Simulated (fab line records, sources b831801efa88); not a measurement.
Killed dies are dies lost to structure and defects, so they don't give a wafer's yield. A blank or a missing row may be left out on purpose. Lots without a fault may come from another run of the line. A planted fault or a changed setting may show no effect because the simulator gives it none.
Split-lot experiment | flow sky130 | 5 lots, 20 wafers read, on a route of 708 steps

THE SPLIT
At SKY_VIA1_CMP_02 (polishes SiO2), the setting leave_above_ref_nm was moved away from the recipe's 345 nm on 8 of the 20 wafers read, by +3.2% to +4.9%. The other wafers ran this setting at the recipe's value.

The reading is taken at the split's own step.

THE READING
SiO2_of_VIA1_HDPCVD_00.thk_nm (the simulator's own value, which no gauge read), in nm, at SKY_VIA1_CMP_02 (polishes SiO2). The file gives no usual value for it. The 12 wafers here that ran the recipe average 345.3 nm, standard deviation 1 nm.

wafer  | tool, chamber at the split | leave_above_ref_nm as run, nm | against the recipe | SiO2_of_VIA1_HDPCVD_00.thk_nm, nm | against lot-mates on the recipe
L078.3 | cmp-01, 3                  | 345                           | recipe             | 344.4                             | -
L078.2 | cmp-01, 0                  | 345                           | recipe             | 345.5                             | -
L078.6 | cmp-01, 0                  | 345                           | recipe             | 344.7                             | -
L079.1 | cmp-02, 1                  | 357.2                         | +3.5%              | 359.1                             | no lot-mate on the recipe
L079.5 | cmp-02, 1                  | 357.2                         | +3.5%              | 357.8                             | no lot-mate on the recipe
L080.2 | cmp-01, 3                  | 356.2                         | +3.2%              | 354.9                             | +11.1
L080.1 | cmp-01, 0                  | 356.2                         | +3.2%              | 357                               | +13.2
L080.4 | cmp-01, 1                  | 345                           | recipe             | 344.8                             | -
L080.6 | cmp-01, 3                  | 356.2                         | +3.2%              | 355.5                             | +11.7
L080.5 | cmp-01, 0                  | 345                           | recipe             | 342.8                             | -
L081.3 | cmp-02, 0,3                | 345                           | recipe             | 346.3                             | -
L081.2 | cmp-02, 0,3                | 345                           | recipe             | 346.3                             | -
L081.4 | cmp-02, 1                  | 345                           | recipe             | 346.4                             | -
L081.1 | cmp-02, 2                  | 345                           | recipe             | 344.8                             | -
L081.5 | cmp-02, 0                  | 345                           | recipe             | 345.4                             | -
L085.1 | cmp-02, 2                  | 345                           | recipe             | 345.6                             | -
L085.2 | cmp-02, 3                  | 361.9                         | +4.9%              | 362.7                             | +16.6
L085.4 | cmp-02, 0                  | 361.9                         | +4.9%              | 364.1                             | +18.1
L085.3 | cmp-02, 1                  | 345                           | recipe             | 346.5                             | -
L085.5 | cmp-02, 3                  | 361.9                         | +4.9%              | 363.9                             | +17.8
Where a row lists several chambers, the file gives one row for several wafers and doesn't say which wafer went through which chamber.

THE FIT
A straight line over all 20 wafers: SiO2_of_VIA1_HDPCVD_00.thk_nm changes by +3.63 nm for each +1% of leave_above_ref_nm; r = +0.99; the points scatter about the line by 1.1 nm.
The same after taking each lot's own level away (the mean of its wafers on the recipe; 18 wafers): +3.61 nm for each +1%; r = +1.00; scatter 0.74 nm.
On that fit, the largest move of leave_above_ref_nm shifts the reading by 18 nm.
The lots' own levels span 343.80 to 346.05 nm, that is 2.2 times the standard deviation above.
So the lot-to-lot level changes the slope little: the two slopes agree.
Check: with one of the wafers moved furthest among these (+4.9%) left out of the fit, the line predicts +18 nm for it against its lot-mates. It came out at +16.6 nm against them.

OTHER SPLITS ON THESE WAFERS
These wafers also went through other splits before the reading. Each is held against what the fit with the lots' levels taken away leaves over:
other split on the same wafers                | wafers away from the commonest value | r with SiO2_of_VIA1_HDPCVD_00.thk_nm (lot level and that fit taken away)
SKY_LI_CONTACT_ETCH_15 bias_w                 | 4                                    | +0.01
SKY_LI_CONTACT_SPUTTER_19 chamber_pressure_pa | 12                                   | +0.14
SKY_LOCAL_INTERCONNECT_COAT_05 resist_thk_nm  | 6                                    | +0.03
SKY_LOCAL_INTERCONNECT_ETCH_13 ion_energy_ev  | 4                                    | -0.34
SKY_CONTACT_ETCH_16 time_s                    | 8                                    | -0.16
SKY_CONTACT_CMP_27 t_overpolish_s             | 7                                    | -0.01

THE FILE'S OWN FIT
SiO2_of_VIA1_HDPCVD_00.thk_nm changes by +3.61 nm for each +1% of leave_above_ref_nm, r = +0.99.
